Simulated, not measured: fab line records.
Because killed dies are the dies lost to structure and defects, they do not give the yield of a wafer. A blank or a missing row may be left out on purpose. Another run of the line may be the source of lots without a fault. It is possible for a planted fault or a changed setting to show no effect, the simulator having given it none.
Split-lot study -- flow gf180mcu -- route with 602 steps; 5 lots, 23 wafers read

THE SPLIT
At GF_STI_OXIDATION_01 (stabilise 600 s, purge 300 s, target thk 10 nm), the setting temp c was moved away from the recipe's 900 C on 10 of the 23 wafers read, by -1.5% to +2.4%. For the rest of the wafers, this setting stayed at what the recipe calls for.

There is no step in the file separating the split from the reading.

THE READING
STI_OXIDATION_THK (nm), taken at GF_STI_THK_MEAS_02. A value of 10.08 nm with a standard deviation of 0.14 nm is what fault-free wafers of this fab line usually give.

wafer,"tool, chamber at the split","temp c as run, C",against the recipe,"STI_OXIDATION_THK, nm",against lot-mates on the recipe
L074.1,"-, -",900,recipe,10.11,-
L074.2,"-, -",900,recipe,10.17,-
L074.3,"-, -",900,recipe,10.27,-
L074.4,"-, -",900,recipe,10.44,-
L074.5,"-, -",900,recipe,10.25,-
L075.2,"-, -",900,recipe,9.88,-
L075.3,"-, -",900,recipe,10.04,-
L075.4,"-, -",900,recipe,9.80,-
L075.5,"-, -",900,recipe,9.98,-
L075.6,"-, -",900,recipe,9.95,-
L082.1,"-, -",921.3,+2.4%,12.48,no lot-mate on the recipe
L082.2,"-, -",921.3,+2.4%,12.54,no lot-mate on the recipe
L082.3,"-, -",921.3,+2.4%,12.51,no lot-mate on the recipe
L082.4,"-, -",921.3,+2.4%,12.59,no lot-mate on the recipe
L082.5,"-, -",921.3,+2.4%,12.41,no lot-mate on the recipe
L084.1,"-, -",886.9,-1.5%,8.74,no lot-mate on the recipe
L084.2,"-, -",886.9,-1.5%,8.65,no lot-mate on the recipe
L084.4,"-, -",886.9,-1.5%,8.61,no lot-mate on the recipe
L084.5,"-, -",886.9,-1.5%,8.80,no lot-mate on the recipe
L084.6,"-, -",886.9,-1.5%,8.62,no lot-mate on the recipe
L085.1,"furnace-01, 0",900,recipe,10.08,-
L085.3,"furnace-01, 0",900,recipe,10.11,-
L085.5,"furnace-01, 0",900,recipe,10.03,-

THE FIT
A straight line over all 23 wafers: STI_OXIDATION_THK changes by +1 nm for each +1% of temp c; r = +0.99; the points scatter about the line by 0.14 nm.
Too few moved wafers with a lot-mate on the recipe to fit a line net of each lot's own level.

THE WHOLE CHAIN: every reading that the file lists as answering this split, in the file's order
step,what it does,reading,change (the file's fit),r (the file's)
GF_STI_OXIDATION_01,"stabilise 600 s, purge 300 s, target thk 10 nm","SiO2_of_STI_OXIDATION_01.thk nm (the simulator's own value, which no gauge read)",+0.997 nm for each +1% of the setting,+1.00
GF_STI_THK_MEAS_02,,STI_OXIDATION_THK,+1 for each +1% of the setting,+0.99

FILE'S OWN FIT
STI_OXIDATION_THK changes by +1 nm for each +1% of temp c, r = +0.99.
